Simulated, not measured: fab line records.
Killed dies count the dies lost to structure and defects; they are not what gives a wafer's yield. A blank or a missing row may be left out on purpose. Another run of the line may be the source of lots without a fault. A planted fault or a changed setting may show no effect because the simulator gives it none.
A lot that was struck, set against a sound lot || flow sky130 || 15 out of 708 route steps
Sound: wafers L954.1, L954.3, L954.5. The struck wafers were L943.2, L943.4, L943.5. The cause is named last.
For every step that has rows: the tool of each side, followed by ch and its chambers, followed by its first start. Under that, the readings that differ: sound wafers || struck wafers || difference of the means || sigmas: that difference in standard deviations of wafers without a fault.
alike: readings with means less than 2 such deviations apart, plus words and numbers identical on both sides. not compared: withheld readings, readings lacking a value on some wafer, bounds such as >300 that could conceal the same value, and numbers that have no deviation in the record and whose values overlap.
Wherever a step has rows on one side only, a row that says differs or no value, or a row with sigmas, the two part there. Numbers that have no deviation but don't overlap get no sigmas and don't part them. A reading missing from all wafers of one side parts the sides only when that side holds two or more wafers.

first, 3 steps without rows for these wafers: SKY_SONOS_ONO_WET_ETCH_18 (etches Si3N4 in H3PO4, target depth 15 nm, time 172 s); SKY_GATE_OXIDE_CLEAN_00 (cleans in SC1/SC2, time 150 s); SKY_GATE_OXIDE_OXIDATION_01 (stabilise 600 s, purge 300 s, target thk 10.268 nm).
SKY_GATE_OXIDE_THK_MEAS_02:
  sound on film_metro-04 at day 18 01:15; struck on film_metro-04 at day 13 09:25
  alike: GATE_OXIDE_OXIDATION_00_THK
then, 7 steps without rows for these wafers: SKY_GATE_OXIDE_DEHYDRATE_03 (time 60 s); SKY_GATE_OXIDE_HMDS_04 (prime time 60 s); SKY_GATE_OXIDE_COAT_05 (resist thk 1140 nm); SKY_GATE_OXIDE_SOFTBAKE_06 (time 60 s); SKY_GATE_OXIDE_EXPOSE_07 (exposes mask LVOM, target cd 600 nm); SKY_GATE_OXIDE_PEB_08; SKY_GATE_OXIDE_DEVELOP_09 (develop time 60 s).
SKY_GATE_OXIDE_OVL_MEAS_10:
  sound on overlay-02 at day 19 07:42; struck on overlay-01 at day 14 10:44
  alike: GATE_OXIDE_OVL
SKY_GATE_OXIDE_IMPLANT_11:
  sound on implanter-03 ch 0, day 19 07:44; struck on implanter-04 ch 0, day 14 10:47
{"reading": "beam_energy_keV", "sound": "10.004 10.003 10.000", "struck": "8.475 8.475 8.474", "difference": -1.528, "sigmas": "-99 or more"}
{"reading": "model.implant.rp_nm (nm)", "sound": "33.1 33.1 33.1", "struck": "28.82 28.82 28.82", "difference": -4.28, "sigmas": ""}
{"reading": "model.implant.drp_nm (nm)", "sound": "17.11 17.11 17.11", "struck": "15.24 15.24 15.24", "difference": -1.87, "sigmas": ""}
  alike: dose_ions_cm2
then, 1 step without rows for these wafers: SKY_GATE_OXIDE_WET_ETCH_12 (etches SiO2 in dHF, target depth 16.8 nm, time 336 s).
-- the record jumps here: 32 days lie between the struck wafers' starts before and after (it left off in module GATE_OXIDE and takes up again in module PAD_OPEN, whose first step shown is number 708 of the route) --
SKY_PAD_OPEN_PROBE_99:
  sound on prober-02 at day 49 08:59; struck on prober-01 at day 46 05:50
{"reading": "killed_at_other", "sound": "0 0 1", "struck": "2 3 0", "difference": "+1", "sigmas": "+2"}
{"reading": "model.etest.pfet_01v8_lvt.drive_ua_um", "sound": "175.5 177 177.2", "struck": "163.3 162.4 162.4", "difference": -13.9, "sigmas": ""}
{"reading": "model.etest.pfet_01v8_lvt.off_log10_a_um", "sound": "-8.591 -8.665 -8.606", "struck": "-10.02 -9.993 -9.86", "difference": -1.34, "sigmas": ""}
{"reading": "model.etest.pfet_01v8_lvt.vt_sat_v (V)", "sound": "-0.4151 -0.4237 -0.416", "struck": "-0.503 -0.5083 -0.4989", "difference": -0.085, "sigmas": ""}
{"reading": "model.etest.pfet_01v8_lvt.vt_v (V)", "sound": "-0.504 -0.5146 -0.5101", "struck": "-0.5785 -0.5821 -0.5753", "difference": -0.0691, "sigmas": ""}
{"reading": "model.etest.pfet_01v8_lvt.vt_long_v (V)", "sound": "-0.6274 -0.6364 -0.6298", "struck": "-0.6918 -0.6922 -0.6887", "difference": -0.0597, "sigmas": ""}
{"reading": "model.etest.nfet_01v8_lvt.vt_long_v (V)", "sound": "0.4513 0.4488 0.4473", "struck": "0.4605 0.4611 0.4686", "difference": "+0.0143", "sigmas": ""}
{"reading": "model.etest.pfet_01v8_lvt.body_rise_v (V)", "sound": "-0.2115 -0.2104 -0.2092", "struck": "-0.2019 -0.2031 -0.203", "difference": "+0.0077", "sigmas": ""}
{"reading": "model.etest.pfet_01v8.body_rise_v (V)", "sound": "-0.1921 -0.1904 -0.1888", "struck": "-0.1975 -0.1997 -0.2011", "difference": -0.0090, "sigmas": ""}
  alike: killed_at_M0_to_M3, killed_at_M4_up, killed_at_contacts, killed_at_front_end, killed_dies, killed_open, killed_short

WHERE THEY PART
First at SKY_GATE_OXIDE_IMPLANT_11; last, within this record, at SKY_PAD_OPEN_PROBE_99.

WHY: the cause the simulator had injected
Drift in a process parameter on implanter-04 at SKY_GATE_OXIDE_IMPLANT_11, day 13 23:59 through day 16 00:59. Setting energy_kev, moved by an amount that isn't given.
